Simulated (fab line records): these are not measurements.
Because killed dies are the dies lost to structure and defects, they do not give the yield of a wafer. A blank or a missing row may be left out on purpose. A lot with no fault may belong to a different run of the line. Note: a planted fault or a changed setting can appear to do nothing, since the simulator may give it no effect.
Lot-split experiment + flow gf180mcu + 27 wafers read from 5 lots, route of 602 steps

== THE SPLIT ITSELF ==
At GF_STI_CVD_03 (deposits Si3N4 from DCS/NH3, target thk 207.16 nm, time 3551 s), the setting time s was moved away from the recipe's 3551 s on 12 of the 27 wafers read, by -56.2% to +27.3%. For the rest of the wafers, this setting stayed at what the recipe calls for.

== FROM THE SPLIT TO THE READING: what the file shows between them, 4 steps ==
- GF_STI_THK_MEAS_04
- GF_STI_DEHYDRATE_05: time 60 s
- GF_STI_HMDS_06: prime time 60 s
- GF_STI_DEVELOP_11: develop time 60 s

== THE READING ==
oes product au, in a.u., at GF_STI_ETCH_13 (etches the open film in CHF3/O2, stops on Si, target depth 282.31 nm, time 112.9 s). Typical for fault-free wafers on this fab line: 0.829 a.u., with standard deviation 0.0058 a.u.

| wafer  | tool, chamber at the split | time s as run, s | against the recipe | oes product au, a.u. | against lot-mates on the recipe |
|--------|----------------------------|------------------|--------------------|----------------------|---------------------------------|
| L077.1 | -, -                       | 4519             | +27.3%             | 0.951                | no lot-mate on the recipe       |
| L077.2 | -, -                       | 4519             | +27.3%             | 0.960                | no lot-mate on the recipe       |
| L077.3 | -, -                       | 4519             | +27.3%             | 0.955                | no lot-mate on the recipe       |
| L077.4 | -, -                       | 4519             | +27.3%             | 0.950                | no lot-mate on the recipe       |
| L077.5 | -, -                       | 4519             | +27.3%             | 0.953                | no lot-mate on the recipe       |
| L077.6 | -, -                       | 4519             | +27.3%             | 0.960                | no lot-mate on the recipe       |
| L079.3 | lpcvd-02, 0                | 3551             | recipe             | 0.831                | -                               |
| L079.4 | lpcvd-02, 0                | 3551             | recipe             | 0.822                | -                               |
| L079.6 | lpcvd-02, 0                | 3551             | recipe             | 0.821                | -                               |
| L083.1 | -, -                       | 3551             | recipe             | 0.824                | -                               |
| L083.2 | -, -                       | 3551             | recipe             | 0.824                | -                               |
| L083.3 | -, -                       | 3551             | recipe             | 0.830                | -                               |
| L083.4 | -, -                       | 3551             | recipe             | 0.827                | -                               |
| L083.5 | -, -                       | 3551             | recipe             | 0.829                | -                               |
| L083.6 | -, -                       | 3551             | recipe             | 0.821                | -                               |
| L084.1 | -, -                       | 3551             | recipe             | 0.833                | -                               |
| L084.2 | -, -                       | 3551             | recipe             | 0.830                | -                               |
| L084.3 | -, -                       | 3551             | recipe             | 0.827                | -                               |
| L084.4 | -, -                       | 3551             | recipe             | 0.830                | -                               |
| L084.5 | -, -                       | 3551             | recipe             | 0.823                | -                               |
| L084.6 | -, -                       | 3551             | recipe             | 0.825                | -                               |
| L085.1 | -, -                       | 1557             | -56.2%             | 0.586                | no lot-mate on the recipe       |
| L085.2 | -, -                       | 1557             | -56.2%             | 0.582                | no lot-mate on the recipe       |
| L085.3 | -, -                       | 1557             | -56.2%             | 0.566                | no lot-mate on the recipe       |
| L085.4 | -, -                       | 1557             | -56.2%             | 0.572                | no lot-mate on the recipe       |
| L085.5 | -, -                       | 1557             | -56.2%             | 0.580                | no lot-mate on the recipe       |
| L085.6 | -, -                       | 1557             | -56.2%             | 0.582                | no lot-mate on the recipe       |

THE FIT
A straight line over all 27 wafers: oes product au changes by +0.0045 a.u. for each +1% of time s; r = +1.00; the points scatter about the line by 0.0055 a.u.
Too few moved wafers with a lot-mate on the recipe to fit a line net of each lot's own level.

== THE WHOLE CHAIN: every reading that the file lists as answering this split, in the file's order ==
| step               | what it does                                                                       | reading                                                                     | change (the file's fit)                   | r (the file's) |
|--------------------|------------------------------------------------------------------------------------|-----------------------------------------------------------------------------|-------------------------------------------|----------------|
| GF_STI_CVD_03      | deposits Si3N4 from DCS/NH3, target thk 207.16 nm, time 3551 s                     | Si3N4_of_STI_CVD_03.thk nm (the simulator's own value, which no gauge read) | +2.03 nm for each +1% of the setting      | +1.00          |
| GF_STI_THK_MEAS_04 |                                                                                    | STI_CVD_03_THK                                                              | +2.03 for each +1% of the setting         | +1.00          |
| GF_STI_ETCH_13     | etches the open film in CHF3/O2, stops on Si, target depth 282.31 nm, time 112.9 s | oes product au                                                              | +0.00449 a.u. for each +1% of the setting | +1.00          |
| GF_STI_ETCH_13     | etches the open film in CHF3/O2, stops on Si, target depth 282.31 nm, time 112.9 s | etch.depth nm (the simulator's own value, which no gauge read)              | +2.02 nm for each +1% of the setting      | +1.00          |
| GF_STI_WET_ETCH_17 | etches Si3N4 in H3PO4, target depth 45 nm, time 514 s                              | Si3N4_of_STI_CVD_03.thk nm (the simulator's own value, which no gauge read) | +1.6 nm for each +1% of the setting       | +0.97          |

== FILE'S OWN FIT ==
oes product au changes by +0.00449 a.u. for each +1% of time s, r = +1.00.
